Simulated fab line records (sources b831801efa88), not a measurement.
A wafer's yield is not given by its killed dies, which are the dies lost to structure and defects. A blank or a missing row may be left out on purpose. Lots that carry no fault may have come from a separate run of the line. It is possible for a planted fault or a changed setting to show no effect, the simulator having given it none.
fab line records :: flow sky130
record:
  lots: 14
  wafers: 42
  last_day: 49
route steps=708 shown FIELD_ISO@14 PWDE@51
lots with no fault: from the same line, run without faults
start_h: start of the lot's first displayed wafer, in hours after the record's first day :: wait_h: hours since the lot's step before :: " repeats the value in the row above :: L1.1+2: a single row standing in for several wafers :: - no value, or no start given :: * or withheld: withheld :: < > ~ a bound
route shown NAME@n: NAME is a module with steps in the file, n the number in the route of the first one :: usual: mean/standard deviation of fault-free wafers :: same: alike in all rows :: chamber/n: place in a boat :: sites: each site's reading :: _std_site: their standard deviation :: _edge_site: mean of outer sites minus mean of inner sites :: radius_mm: for every site, how far away it sits from the centre of the wafer :: mask NAME#n: copy n :: behind: tool/chamber where the wafer was last shaped :: hold: the reason the lot was held/the length of the hold in hours/how it ended :: device: transistor that didn't switch, given as n, p or np :: end of line: the tests these same wafers got at the end of their route :: for a step that has no rows: nothing shown but its recipe :: killed: count of dies lost to structure and defects at first sort (not the wafer's yield) :: map: a wafer's dies, marking killed ones x, the rest . and places with no die _
set.NAME: the run value of the setting; set.NAME@STEP: its run value at that earlier step :: model.NAME: the simulator's own value behind a step, which no gauge read
route steps across a sampled set of lots; one table per step, one row per wafer
services: when a tool's chamber went out of use (start_h, in hours from the record's first day, below 0 if earlier), for how many hours, and the reason
== steps ==
step: SKY_FIELD_ISO_CD_MEAS_13
recipe:
  target_cd_nm: 150
usual:
  cd_nm: 149.9/1.7
lot.wafer: L658.2
tool: cd_sem-01
chamber: -
start_h: 28.59
wait_h: -
cd_nm: 150.8

lot.wafer: L658.3
tool: cd_sem-01
chamber: -
start_h: 28.59
wait_h: -
cd_nm: 151.7

lot.wafer: L658.4
tool: cd_sem-01
chamber: -
start_h: 28.59
wait_h: -
cd_nm: 151.2

lot.wafer: L659.4
tool: cd_sem-02
chamber: -
start_h: 34.18
wait_h: -
cd_nm: 151.2

lot.wafer: L659.5
tool: cd_sem-02
chamber: -
start_h: 34.18
wait_h: -
cd_nm: 150.4

lot.wafer: L659.6
tool: cd_sem-02
chamber: -
start_h: 34.18
wait_h: -
cd_nm: 151.3

lot.wafer: L661.1
tool: cd_sem-01
chamber: -
start_h: 44.67
wait_h: -
cd_nm: 146.7

lot.wafer: L661.2
tool: cd_sem-01
chamber: -
start_h: 44.67
wait_h: -
cd_nm: 147.9

lot.wafer: L661.5
tool: cd_sem-01
chamber: -
start_h: 44.67
wait_h: -
cd_nm: 146.6

lot.wafer: L662.1
tool: cd_sem-01
chamber: -
start_h: 50.27
wait_h: -
cd_nm: 152.1

lot.wafer: L662.2
tool: cd_sem-01
chamber: -
start_h: 50.27
wait_h: -
cd_nm: 151.5

lot.wafer: L662.3
tool: cd_sem-01
chamber: -
start_h: 50.27
wait_h: -
cd_nm: 151.0

lot.wafer: L663.2
tool: cd_sem-02
chamber: -
start_h: 56.44
wait_h: -
cd_nm: 151.9

lot.wafer: L663.3
tool: cd_sem-02
chamber: -
start_h: 56.44
wait_h: -
cd_nm: 150.5

lot.wafer: L663.6
tool: cd_sem-02
chamber: -
start_h: 56.44
wait_h: -
cd_nm: 149.7

lot.wafer: L664.1
tool: cd_sem-01
chamber: -
start_h: 65.12
wait_h: -
cd_nm: 148.5

lot.wafer: L664.3
tool: cd_sem-01
chamber: -
start_h: 65.12
wait_h: -
cd_nm: 148.6

lot.wafer: L664.6
tool: cd_sem-01
chamber: -
start_h: 65.12
wait_h: -
cd_nm: 148.1

lot.wafer: L665.4
tool: cd_sem-01
chamber: -
start_h: 66.13
wait_h: -
cd_nm: 149.3

lot.wafer: L665.5
tool: cd_sem-01
chamber: -
start_h: 66.13
wait_h: -
cd_nm: 149.1

lot.wafer: L665.6
tool: cd_sem-01
chamber: -
start_h: 66.13
wait_h: -
cd_nm: 150.8

lot.wafer: L666.4
tool: cd_sem-01
chamber: -
start_h: 72.98
wait_h: -
cd_nm: 151.6

lot.wafer: L666.5
tool: cd_sem-01
chamber: -
start_h: 72.98
wait_h: -
cd_nm: 148.2

lot.wafer: L666.6
tool: cd_sem-01
chamber: -
start_h: 72.98
wait_h: -
cd_nm: 149.7

lot.wafer: L667.1
tool: cd_sem-01
chamber: -
start_h: 77.27
wait_h: -
cd_nm: 149.2

lot.wafer: L667.2
tool: cd_sem-01
chamber: -
start_h: 77.27
wait_h: -
cd_nm: 147.8

lot.wafer: L667.3
tool: cd_sem-01
chamber: -
start_h: 77.27
wait_h: -
cd_nm: 149.0

lot.wafer: L669.1
tool: cd_sem-02
chamber: -
start_h: 86.62
wait_h: -
cd_nm: 147.2

lot.wafer: L669.2
tool: cd_sem-02
chamber: -
start_h: 86.62
wait_h: -
cd_nm: 148.5

lot.wafer: L669.5
tool: cd_sem-02
chamber: -
start_h: 86.62
wait_h: -
cd_nm: 147.4

lot.wafer: L671.3
tool: cd_sem-01
chamber: -
start_h: 96.06
wait_h: -
cd_nm: 150.1

lot.wafer: L671.4
tool: cd_sem-01
chamber: -
start_h: 96.06
wait_h: -
cd_nm: 150.8

lot.wafer: L671.6
tool: cd_sem-01
chamber: -
start_h: 96.06
wait_h: -
cd_nm: 150.3

lot.wafer: L672.2
tool: cd_sem-02
chamber: -
start_h: 102.34
wait_h: -
cd_nm: 148.9

lot.wafer: L672.4
tool: cd_sem-02
chamber: -
start_h: 102.34
wait_h: -
cd_nm: 147.7

lot.wafer: L672.6
tool: cd_sem-02
chamber: -
start_h: 102.34
wait_h: -
cd_nm: 147.4

lot.wafer: L674.1
tool: cd_sem-01
chamber: -
start_h: 112.22
wait_h: -
cd_nm: 152.8

lot.wafer: L674.5
tool: cd_sem-01
chamber: -
start_h: 112.22
wait_h: -
cd_nm: 153.5

lot.wafer: L674.6
tool: cd_sem-01
chamber: -
start_h: 112.22
wait_h: -
cd_nm: 153.1

lot.wafer: L677.1
tool: cd_sem-01
chamber: -
start_h: 127.52
wait_h: -
cd_nm: 151.4

lot.wafer: L677.4
tool: cd_sem-01
chamber: -
start_h: 127.52
wait_h: -
cd_nm: 150.7

lot.wafer: L677.6
tool: cd_sem-01
chamber: -
start_h: 127.52
wait_h: -
cd_nm: 151.1
step: SKY_FIELD_ISO_THK_MEAS_23
recipe:
  reads: SiO2_of_FIELD_ISO_OXIDATION_22
usual:
  FIELD_ISO_OXIDATION_01_THK: 9.82/0.2
lot.wafer: L658.2
tool: film_metro-01
chamber: -
start_h: 31.71
wait_h: 0.0
FIELD_ISO_OXIDATION_01_THK[nm]: 9.58

lot.wafer: L658.3
tool: film_metro-01
chamber: -
start_h: 31.71
wait_h: 0.0
FIELD_ISO_OXIDATION_01_THK[nm]: 9.55

lot.wafer: L658.4
tool: film_metro-01
chamber: -
start_h: 31.71
wait_h: 0.0
FIELD_ISO_OXIDATION_01_THK[nm]: 9.49

lot.wafer: L659.4
tool: film_metro-01
chamber: -
start_h: 37.28
wait_h: 0.0
FIELD_ISO_OXIDATION_01_THK[nm]: 9.76

lot.wafer: L659.5
tool: film_metro-01
chamber: -
start_h: 37.28
wait_h: 0.0
FIELD_ISO_OXIDATION_01_THK[nm]: 9.74

lot.wafer: L659.6
tool: film_metro-01
chamber: -
start_h: 37.28
wait_h: 0.0
FIELD_ISO_OXIDATION_01_THK[nm]: 9.80

lot.wafer: L661.1
tool: film_metro-03
chamber: -
start_h: 49.45
wait_h: 0.0
FIELD_ISO_OXIDATION_01_THK[nm]: 9.78

lot.wafer: L661.2
tool: film_metro-03
chamber: -
start_h: 49.45
wait_h: 0.0
FIELD_ISO_OXIDATION_01_THK[nm]: 9.73

lot.wafer: L661.5
tool: film_metro-03
chamber: -
start_h: 49.45
wait_h: 0.0
FIELD_ISO_OXIDATION_01_THK[nm]: 9.91

lot.wafer: L662.1
tool: film_metro-04
chamber: -
start_h: 53.99
wait_h: 0.0
FIELD_ISO_OXIDATION_01_THK[nm]: 10.01

lot.wafer: L662.2
tool: film_metro-04
chamber: -
start_h: 53.99
wait_h: 0.0
FIELD_ISO_OXIDATION_01_THK[nm]: 10.00

lot.wafer: L662.3
tool: film_metro-04
chamber: -
start_h: 53.99
wait_h: 0.0
FIELD_ISO_OXIDATION_01_THK[nm]: 10.39

lot.wafer: L663.2
tool: film_metro-04
chamber: -
start_h: 58.27
wait_h: 0.0
FIELD_ISO_OXIDATION_01_THK[nm]: 9.82

lot.wafer: L663.3
tool: film_metro-04
chamber: -
start_h: 58.27
wait_h: 0.0
FIELD_ISO_OXIDATION_01_THK[nm]: 9.94

lot.wafer: L663.6
tool: film_metro-04
chamber: -
start_h: 58.27
wait_h: 0.0
FIELD_ISO_OXIDATION_01_THK[nm]: 9.92

lot.wafer: L664.1
tool: film_metro-01
chamber: -
start_h: 66.95
wait_h: 0.0
FIELD_ISO_OXIDATION_01_THK[nm]: 9.87

lot.wafer: L664.3
tool: film_metro-01
chamber: -
start_h: 66.95
wait_h: 0.0
FIELD_ISO_OXIDATION_01_THK[nm]: 9.85

lot.wafer: L664.6
tool: film_metro-01
chamber: -
start_h: 66.95
wait_h: 0.0
FIELD_ISO_OXIDATION_01_THK[nm]: 9.88

lot.wafer: L665.4
tool: film_metro-01
chamber: -
start_h: 67.94
wait_h: 0.0
FIELD_ISO_OXIDATION_01_THK[nm]: 10.03

lot.wafer: L665.5
tool: film_metro-01
chamber: -
start_h: 67.94
wait_h: 0.0
FIELD_ISO_OXIDATION_01_THK[nm]: 10.16

lot.wafer: L665.6
tool: film_metro-01
chamber: -
start_h: 67.94
wait_h: 0.0
FIELD_ISO_OXIDATION_01_THK[nm]: 10.02

lot.wafer: L666.4
tool: film_metro-03
chamber: -
start_h: 75.23
wait_h: 0.0
FIELD_ISO_OXIDATION_01_THK[nm]: 9.98

lot.wafer: L666.5
tool: film_metro-03
chamber: -
start_h: 75.23
wait_h: 0.0
FIELD_ISO_OXIDATION_01_THK[nm]: 9.98

lot.wafer: L666.6
tool: film_metro-03
chamber: -
start_h: 75.23
wait_h: 0.0
FIELD_ISO_OXIDATION_01_THK[nm]: 10.09

lot.wafer: L667.1
tool: film_metro-04
chamber: -
start_h: 79.31
wait_h: 0.0
FIELD_ISO_OXIDATION_01_THK[nm]: 9.47

lot.wafer: L667.2
tool: film_metro-04
chamber: -
start_h: 79.31
wait_h: 0.0
FIELD_ISO_OXIDATION_01_THK[nm]: 9.47

lot.wafer: L667.3
tool: film_metro-04
chamber: -
start_h: 79.31
wait_h: 0.0
FIELD_ISO_OXIDATION_01_THK[nm]: 9.56

lot.wafer: L669.1
tool: film_metro-03
chamber: -
start_h: 88.70
wait_h: 0.0
FIELD_ISO_OXIDATION_01_THK[nm]: 9.69

lot.wafer: L669.2
tool: film_metro-03
chamber: -
start_h: 88.70
wait_h: 0.0
FIELD_ISO_OXIDATION_01_THK[nm]: 9.78

lot.wafer: L669.5
tool: film_metro-03
chamber: -
start_h: 88.70
wait_h: 0.0
FIELD_ISO_OXIDATION_01_THK[nm]: 9.81

lot.wafer: L671.3
tool: film_metro-04
chamber: -
start_h: 99.17
wait_h: 0.0
FIELD_ISO_OXIDATION_01_THK[nm]: 9.87

lot.wafer: L671.4
tool: film_metro-04
chamber: -
start_h: 99.17
wait_h: 0.0
FIELD_ISO_OXIDATION_01_THK[nm]: 9.72

lot.wafer: L671.6
tool: film_metro-04
chamber: -
start_h: 99.17
wait_h: 0.0
FIELD_ISO_OXIDATION_01_THK[nm]: 9.58

lot.wafer: L672.2
tool: film_metro-04
chamber: -
start_h: 105.43
wait_h: 0.0
FIELD_ISO_OXIDATION_01_THK[nm]: 10.10

lot.wafer: L672.4
tool: film_metro-04
chamber: -
start_h: 105.43
wait_h: 0.0
FIELD_ISO_OXIDATION_01_THK[nm]: 10.07

lot.wafer: L672.6
tool: film_metro-04
chamber: -
start_h: 105.43
wait_h: 0.0
FIELD_ISO_OXIDATION_01_THK[nm]: 10.10

lot.wafer: L674.1
tool: film_metro-01
chamber: -
start_h: 116.57
wait_h: 0.0
FIELD_ISO_OXIDATION_01_THK[nm]: 9.86

lot.wafer: L674.5
tool: film_metro-01
chamber: -
start_h: 116.57
wait_h: 0.0
FIELD_ISO_OXIDATION_01_THK[nm]: 9.85

lot.wafer: L674.6
tool: film_metro-01
chamber: -
start_h: 116.57
wait_h: 0.0
FIELD_ISO_OXIDATION_01_THK[nm]: 9.67

lot.wafer: L677.1
tool: film_metro-01
chamber: -
start_h: 130.83
wait_h: 0.0
FIELD_ISO_OXIDATION_01_THK[nm]: 9.92

lot.wafer: L677.4
tool: film_metro-01
chamber: -
start_h: 130.83
wait_h: 0.0
FIELD_ISO_OXIDATION_01_THK[nm]: 9.79

lot.wafer: L677.6
tool: film_metro-01
chamber: -
start_h: 130.83
wait_h: 0.0
FIELD_ISO_OXIDATION_01_THK[nm]: 9.99
step: SKY_FIELD_ISO_CMP_27
recipe:
  stop_on: Si3N4
  t_overpolish_s: 16
  down_force_psi: 4
  platen_rpm: 60
  target_thk_nm: 457.8
  pad_velocity_m_s: 0.94248
usual:
  motor_current_A: 12.3/1.1
  overpolish_run_s: 16.000/0.0096
  time_to_endpoint_s: 113/4
lot.wafer: L658.2
tool: cmp-02
chamber: 0
start_h: 35.96
wait_h: 0.0
motor_current_A: 9.8
overpolish_run_s: 15.991
time_to_endpoint_s: 116

lot.wafer: L658.3
tool: cmp-02
chamber: 1
start_h: 35.96
wait_h: 0.0
motor_current_A: 14.5
overpolish_run_s: 15.994
time_to_endpoint_s: 118

lot.wafer: L658.4
tool: cmp-02
chamber: 2
start_h: 35.96
wait_h: 0.0
motor_current_A: 13.7
overpolish_run_s: 16.022
time_to_endpoint_s: 117

lot.wafer: L659.4
tool: cmp-01
chamber: 3
start_h: 42.82
wait_h: 0.0
motor_current_A: 12.2
overpolish_run_s: 16.002
time_to_endpoint_s: 110

lot.wafer: L659.5
tool: cmp-01
chamber: 3
start_h: 42.82
wait_h: 0.0
motor_current_A: 12.9
overpolish_run_s: 16.002
time_to_endpoint_s: 109

lot.wafer: L659.6
tool: cmp-01
chamber: 0
start_h: 42.82
wait_h: 0.0
motor_current_A: 12.5
overpolish_run_s: 15.996
time_to_endpoint_s: 109

lot.wafer: L661.2
tool: cmp-02
chamber: 2
start_h: 52.87
wait_h: 0.1
motor_current_A: 13.8
overpolish_run_s: 15.983
time_to_endpoint_s: 117

lot.wafer: L661.1
tool: cmp-02
chamber: 0
start_h: 52.87
wait_h: 0.1
motor_current_A: 10.1
overpolish_run_s: 15.998
time_to_endpoint_s: 118

lot.wafer: L661.5
tool: cmp-02
chamber: 2
start_h: 52.87
wait_h: 0.1
motor_current_A: 14.0
overpolish_run_s: 16.019
time_to_endpoint_s: 120

lot.wafer: L662.1
tool: cmp-02
chamber: 0
start_h: 57.16
wait_h: 0.3
motor_current_A: 10.1
overpolish_run_s: 15.994
time_to_endpoint_s: 115

lot.wafer: L662.2
tool: cmp-02
chamber: 1
start_h: 57.16
wait_h: 0.3
motor_current_A: 13.8
overpolish_run_s: 15.991
time_to_endpoint_s: 111

lot.wafer: L662.3
tool: cmp-02
chamber: 2
start_h: 57.16
wait_h: 0.3
motor_current_A: 13.1
overpolish_run_s: 16.001
time_to_endpoint_s: 112

lot.wafer: L663.2
tool: cmp-01
chamber: 0
start_h: 61.03
wait_h: 0.0
motor_current_A: 12.4
overpolish_run_s: 15.998
time_to_endpoint_s: 105

lot.wafer: L663.3
tool: cmp-01
chamber: 3
start_h: 61.03
wait_h: 0.0
motor_current_A: 12.4
overpolish_run_s: 16.016
time_to_endpoint_s: 107

lot.wafer: L663.6
tool: cmp-01
chamber: 1
start_h: 61.03
wait_h: 0.0
motor_current_A: 12.3
overpolish_run_s: 15.988
time_to_endpoint_s: 112

lot.wafer: L664.1
tool: cmp-02
chamber: 1
start_h: 68.70
wait_h: 0.1
motor_current_A: 13.1
overpolish_run_s: 15.992
time_to_endpoint_s: 118

lot.wafer: L664.3
tool: cmp-02
chamber: 3
start_h: 68.70
wait_h: 0.1
motor_current_A: 12.0
overpolish_run_s: 16.006
time_to_endpoint_s: 115

lot.wafer: L664.6
tool: cmp-02
chamber: 0
start_h: 68.70
wait_h: 0.1
motor_current_A: 9.7
overpolish_run_s: 16.005
time_to_endpoint_s: 117

lot.wafer: L665.4
tool: cmp-01
chamber: 2
start_h: 69.65
wait_h: 0.1
motor_current_A: 12.0
overpolish_run_s: 16.019
time_to_endpoint_s: 115

lot.wafer: L665.6
tool: cmp-01
chamber: 1
start_h: 69.65
wait_h: 0.1
motor_current_A: 12.6
overpolish_run_s: 15.982
time_to_endpoint_s: 110

lot.wafer: L665.5
tool: cmp-01
chamber: 2
start_h: 69.65
wait_h: 0.1
motor_current_A: 11.2
overpolish_run_s: 15.992
time_to_endpoint_s: 113

lot.wafer: L666.4
tool: cmp-02
chamber: 2
start_h: 77.20
wait_h: 0.1
motor_current_A: 13.5
overpolish_run_s: 15.993
time_to_endpoint_s: 113

lot.wafer: L666.5
tool: cmp-02
chamber: 3
start_h: 77.20
wait_h: 0.1
motor_current_A: 11.6
overpolish_run_s: 16.014
time_to_endpoint_s: 112

lot.wafer: L666.6
tool: cmp-02
chamber: 0
start_h: 77.20
wait_h: 0.1
motor_current_A: 10.0
overpolish_run_s: 15.970
time_to_endpoint_s: 112

lot.wafer: L667.1
tool: cmp-01
chamber: 3
start_h: 81.00
wait_h: 0.0
motor_current_A: 12.6
overpolish_run_s: 16.002
time_to_endpoint_s: 105

lot.wafer: L667.3
tool: cmp-01
chamber: 1
start_h: 81.00
wait_h: 0.0
motor_current_A: 13.2
overpolish_run_s: 15.989
time_to_endpoint_s: 108

lot.wafer: L667.2
tool: cmp-01
chamber: 2
start_h: 81.00
wait_h: 0.0
motor_current_A: 11.5
overpolish_run_s: 16.001
time_to_endpoint_s: 111

lot.wafer: L669.2
tool: cmp-01
chamber: 1
start_h: 90.44
wait_h: 0.1
motor_current_A: 12.1
overpolish_run_s: 15.998
time_to_endpoint_s: 114

lot.wafer: L669.1
tool: cmp-01
chamber: 2
start_h: 90.44
wait_h: 0.1
motor_current_A: 11.8
overpolish_run_s: 15.992
time_to_endpoint_s: 115

lot.wafer: L669.5
tool: cmp-01
chamber: 1
start_h: 90.44
wait_h: 0.1
motor_current_A: 12.4
overpolish_run_s: 15.996
time_to_endpoint_s: 115

lot.wafer: L671.4
tool: cmp-01
chamber: 3
start_h: 101.47
wait_h: 0.0
motor_current_A: 12.8
overpolish_run_s: 16.002
time_to_endpoint_s: 115

lot.wafer: L671.3
tool: cmp-01
chamber: 2
start_h: 101.47
wait_h: 0.0
motor_current_A: 11.2
overpolish_run_s: 16.010
time_to_endpoint_s: 117

lot.wafer: L671.6
tool: cmp-01
chamber: 3
start_h: 101.47
wait_h: 0.0
motor_current_A: 11.9
overpolish_run_s: 16.007
time_to_endpoint_s: 113

lot.wafer: L672.2
tool: cmp-01
chamber: 0
start_h: 107.22
wait_h: 0.1
motor_current_A: 11.9
overpolish_run_s: 16.002
time_to_endpoint_s: 110

lot.wafer: L672.4
tool: cmp-01
chamber: 1
start_h: 107.22
wait_h: 0.1
motor_current_A: 11.8
overpolish_run_s: 15.994
time_to_endpoint_s: 112

lot.wafer: L672.6
tool: cmp-01
chamber: 3
start_h: 107.22
wait_h: 0.1
motor_current_A: 12.6
overpolish_run_s: 15.987
time_to_endpoint_s: 111

lot.wafer: L674.1
tool: cmp-01
chamber: 0
start_h: 119.71
wait_h: 0.1
motor_current_A: 12.1
overpolish_run_s: 15.979
time_to_endpoint_s: 114

lot.wafer: L674.5
tool: cmp-01
chamber: 2
start_h: 119.71
wait_h: 0.1
motor_current_A: 11.4
overpolish_run_s: 16.011
time_to_endpoint_s: 114

lot.wafer: L674.6
tool: cmp-01
chamber: 3
start_h: 119.71
wait_h: 0.1
motor_current_A: 12.5
overpolish_run_s: 15.998
time_to_endpoint_s: 116

lot.wafer: L677.4
tool: cmp-01
chamber: 1
start_h: 134.32
wait_h: 0.1
motor_current_A: 12.0
overpolish_run_s: 15.998
time_to_endpoint_s: 109

lot.wafer: L677.1
tool: cmp-01
chamber: 3
start_h: 134.32
wait_h: 0.1
motor_current_A: 12.5
overpolish_run_s: 16.021
time_to_endpoint_s: 113

lot.wafer: L677.6
tool: cmp-01
chamber: 1
start_h: 134.32
wait_h: 0.1
motor_current_A: 12.6
overpolish_run_s: 16.007
time_to_endpoint_s: 112
step: SKY_PWDE_DEVELOP_06
recipe:
  wall_angle_deg: 90
  developer: TMAH
  develop_time_s: 60
  dev_temp_c: 23
lot.wafer: L658.2+3+4
tool: litho_track-03
chamber: 0
start_h: 73
wait_h: -

lot.wafer: L659.4+5+6
tool: litho_track-03
chamber: 0
start_h: 78
wait_h: -

lot.wafer: L661.1+2+5
tool: litho_track-02
chamber: 0
start_h: 87
wait_h: -

lot.wafer: L662.1+2+3
tool: litho_track-03
chamber: 0
start_h: 93
wait_h: -

lot.wafer: L663.2+3+6
tool: litho_track-04
chamber: 0
start_h: 97
wait_h: -

lot.wafer: L664.1+3+6
tool: litho_track-04
chamber: 0
start_h: 105
wait_h: -

lot.wafer: L665.4+5+6
tool: litho_track-03
chamber: 0
start_h: 107
wait_h: -

lot.wafer: L666.4+5+6
tool: litho_track-03
chamber: 0
start_h: 115
wait_h: -

lot.wafer: L667.1+2+3
tool: litho_track-04
chamber: 0
start_h: 119
wait_h: -

lot.wafer: L669.1+2+5
tool: litho_track-04
chamber: 0
start_h: 128
wait_h: -

lot.wafer: L671.3+4+6
tool: litho_track-02
chamber: 0
start_h: 141
wait_h: -

lot.wafer: L672.2+4+6
tool: litho_track-03
chamber: 0
start_h: 149
wait_h: -

lot.wafer: L674.1+5+6
tool: litho_track-02
chamber: 0
start_h: 163
wait_h: -

lot.wafer: L677.1+4+6
tool: litho_track-02
chamber: 0
start_h: 174
wait_h: -
step: SKY_PWDE_OVL_MEAS_07
usual:
  PWDE_OVL: 0.8/1.4
lot.wafer: L658.2
tool: overlay-02
chamber: -
start_h: 73.54
wait_h: -
PWDE_OVL[nm]: -0.5

lot.wafer: L658.3
tool: overlay-02
chamber: -
start_h: 73.54
wait_h: -
PWDE_OVL[nm]: 3.0

lot.wafer: L658.4
tool: overlay-02
chamber: -
start_h: 73.54
wait_h: -
PWDE_OVL[nm]: 1.5

lot.wafer: L659.4
tool: overlay-01
chamber: -
start_h: 78.60
wait_h: -
PWDE_OVL[nm]: -2.2

lot.wafer: L659.5
tool: overlay-01
chamber: -
start_h: 78.60
wait_h: -
PWDE_OVL[nm]: -0.5

lot.wafer: L659.6
tool: overlay-01
chamber: -
start_h: 78.60
wait_h: -
PWDE_OVL[nm]: -0.9

lot.wafer: L661.1
tool: overlay-01
chamber: -
start_h: 87.47
wait_h: -
PWDE_OVL[nm]: 0.0

lot.wafer: L661.2
tool: overlay-01
chamber: -
start_h: 87.47
wait_h: -
PWDE_OVL[nm]: 0.3

lot.wafer: L661.5
tool: overlay-01
chamber: -
start_h: 87.47
wait_h: -
PWDE_OVL[nm]: -0.9

lot.wafer: L662.1
tool: overlay-01
chamber: -
start_h: 94.04
wait_h: -
PWDE_OVL[nm]: 1.0

lot.wafer: L662.2
tool: overlay-01
chamber: -
start_h: 94.04
wait_h: -
PWDE_OVL[nm]: 1.2

lot.wafer: L662.3
tool: overlay-01
chamber: -
start_h: 94.04
wait_h: -
PWDE_OVL[nm]: 1.6

lot.wafer: L663.2
tool: overlay-01
chamber: -
start_h: 98.03
wait_h: -
PWDE_OVL[nm]: 0.4

lot.wafer: L663.3
tool: overlay-01
chamber: -
start_h: 98.03
wait_h: -
PWDE_OVL[nm]: -1.4

lot.wafer: L663.6
tool: overlay-01
chamber: -
start_h: 98.03
wait_h: -
PWDE_OVL[nm]: 0.9

lot.wafer: L664.1
tool: overlay-02
chamber: -
start_h: 105.57
wait_h: -
PWDE_OVL[nm]: 0.0

lot.wafer: L664.3
tool: overlay-02
chamber: -
start_h: 105.57
wait_h: -
PWDE_OVL[nm]: 0.4

lot.wafer: L664.6
tool: overlay-02
chamber: -
start_h: 105.57
wait_h: -
PWDE_OVL[nm]: -0.4

lot.wafer: L665.4
tool: overlay-02
chamber: -
start_h: 107.70
wait_h: -
PWDE_OVL[nm]: 2.1

lot.wafer: L665.5
tool: overlay-02
chamber: -
start_h: 107.70
wait_h: -
PWDE_OVL[nm]: 3.6

lot.wafer: L665.6
tool: overlay-02
chamber: -
start_h: 107.70
wait_h: -
PWDE_OVL[nm]: 2.2

lot.wafer: L666.4
tool: overlay-01
chamber: -
start_h: 115.80
wait_h: -
PWDE_OVL[nm]: -1.3

lot.wafer: L666.5
tool: overlay-01
chamber: -
start_h: 115.80
wait_h: -
PWDE_OVL[nm]: 0.4

lot.wafer: L666.6
tool: overlay-01
chamber: -
start_h: 115.80
wait_h: -
PWDE_OVL[nm]: -0.2

lot.wafer: L667.1
tool: overlay-01
chamber: -
start_h: 119.42
wait_h: -
PWDE_OVL[nm]: 0.8

lot.wafer: L667.2
tool: overlay-01
chamber: -
start_h: 119.42
wait_h: -
PWDE_OVL[nm]: 2.0

lot.wafer: L667.3
tool: overlay-01
chamber: -
start_h: 119.42
wait_h: -
PWDE_OVL[nm]: 0.4

lot.wafer: L669.1
tool: overlay-02
chamber: -
start_h: 128.22
wait_h: -
PWDE_OVL[nm]: 1.9

lot.wafer: L669.2
tool: overlay-02
chamber: -
start_h: 128.22
wait_h: -
PWDE_OVL[nm]: 4.4

lot.wafer: L669.5
tool: overlay-02
chamber: -
start_h: 128.22
wait_h: -
PWDE_OVL[nm]: 3.9

lot.wafer: L671.3
tool: overlay-02
chamber: -
start_h: 141.38
wait_h: -
PWDE_OVL[nm]: -0.5

lot.wafer: L671.4
tool: overlay-02
chamber: -
start_h: 141.38
wait_h: -
PWDE_OVL[nm]: 0.0

lot.wafer: L671.6
tool: overlay-02
chamber: -
start_h: 141.38
wait_h: -
PWDE_OVL[nm]: 1.2

lot.wafer: L672.2
tool: overlay-02
chamber: -
start_h: 149.29
wait_h: -
PWDE_OVL[nm]: 1.7

lot.wafer: L672.4
tool: overlay-02
chamber: -
start_h: 149.29
wait_h: -
PWDE_OVL[nm]: 0.7

lot.wafer: L672.6
tool: overlay-02
chamber: -
start_h: 149.29
wait_h: -
PWDE_OVL[nm]: 2.1

lot.wafer: L674.1
tool: overlay-01
chamber: -
start_h: 163.57
wait_h: -
PWDE_OVL[nm]: -

lot.wafer: L674.5
tool: overlay-01
chamber: -
start_h: 163.57
wait_h: -
PWDE_OVL[nm]: -

lot.wafer: L674.6
tool: overlay-01
chamber: -
start_h: 163.57
wait_h: -
PWDE_OVL[nm]: -

lot.wafer: L677.1
tool: overlay-01
chamber: -
start_h: 174.22
wait_h: -
PWDE_OVL[nm]: -

lot.wafer: L677.4
tool: overlay-01
chamber: -
start_h: 174.22
wait_h: -
PWDE_OVL[nm]: -

lot.wafer: L677.6
tool: overlay-01
chamber: -
start_h: 174.22
wait_h: -
PWDE_OVL[nm]: -
== services ==
tool: cmp-01
chamber: -
start_h: 56.11
hours: 1.9
kind: repair

tool: cmp-02
chamber: -
start_h: 59.72
hours: 2.2
kind: repair

tool: litho_track-02
chamber: -
start_h: 63.09
hours: -
kind: consumable_replace:filter

tool: cmp-02
chamber: -
start_h: 64.00
hours: 4.0
kind: pm

tool: cmp-02
chamber: -
start_h: 68.00
hours: -
kind: consumable_replace:conditioner

tool: cmp-02
chamber: -
start_h: 68.00
hours: -
kind: consumable_replace:pad

tool: cmp-02
chamber: -
start_h: 78.64
hours: 2.2
kind: repair

tool: cmp-02
chamber: -
start_h: 84.26
hours: 10.1
kind: repair

tool: cmp-02
chamber: -
start_h: 120.07
hours: 4.1
kind: repair

tool: cmp-02
chamber: -
start_h: 130.90
hours: 5.1
kind: pm

tool: cmp-02
chamber: -
start_h: 138.72
hours: 1.4
kind: repair

tool: cmp-01
chamber: -
start_h: 169.14
hours: 6.3
kind: pm
== key ==
first_sign:
  step: SKY_PWDE_OVL_MEAS_07
  reading: PWDE_OVL
  direction: missing
effect none on later readings
met_at SKY_PWDE_DEVELOP_06
struck_lots L674,L677
sort_left_out L674.1,L674.5,L674.6,L677.1,L677.4,L677.6
tester_left_out L674,L677
not_acting_at SKY_FIELD_ISO_CD_MEAS_13,SKY_FIELD_ISO_THK_MEAS_23,SKY_FIELD_ISO_CMP_27
onset_between 141 163
also_fits time
fault:
  kind: process_parameter_drift
  tool: litho_track-02
  chamber: -
  onset_h: 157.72
  steps: SKY_PWDE_DEVELOP_06
  channel: develop_time_s
  offset: *
  shape: step
  end_h: 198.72
  acts_in: *
  stated: *
tester_left_out: of these lots the tester's yield and bins aren't shown, on N5 and GAA mostly nor the transistor test; their killed dies are dies lost to structure and defects alone, not to doping, threshold or leakage, so they don't give the yield
sort_left_out: the simulated sort isn't trusted on such a fault, so these wafers' sort isn't shown, and their yield isn't known
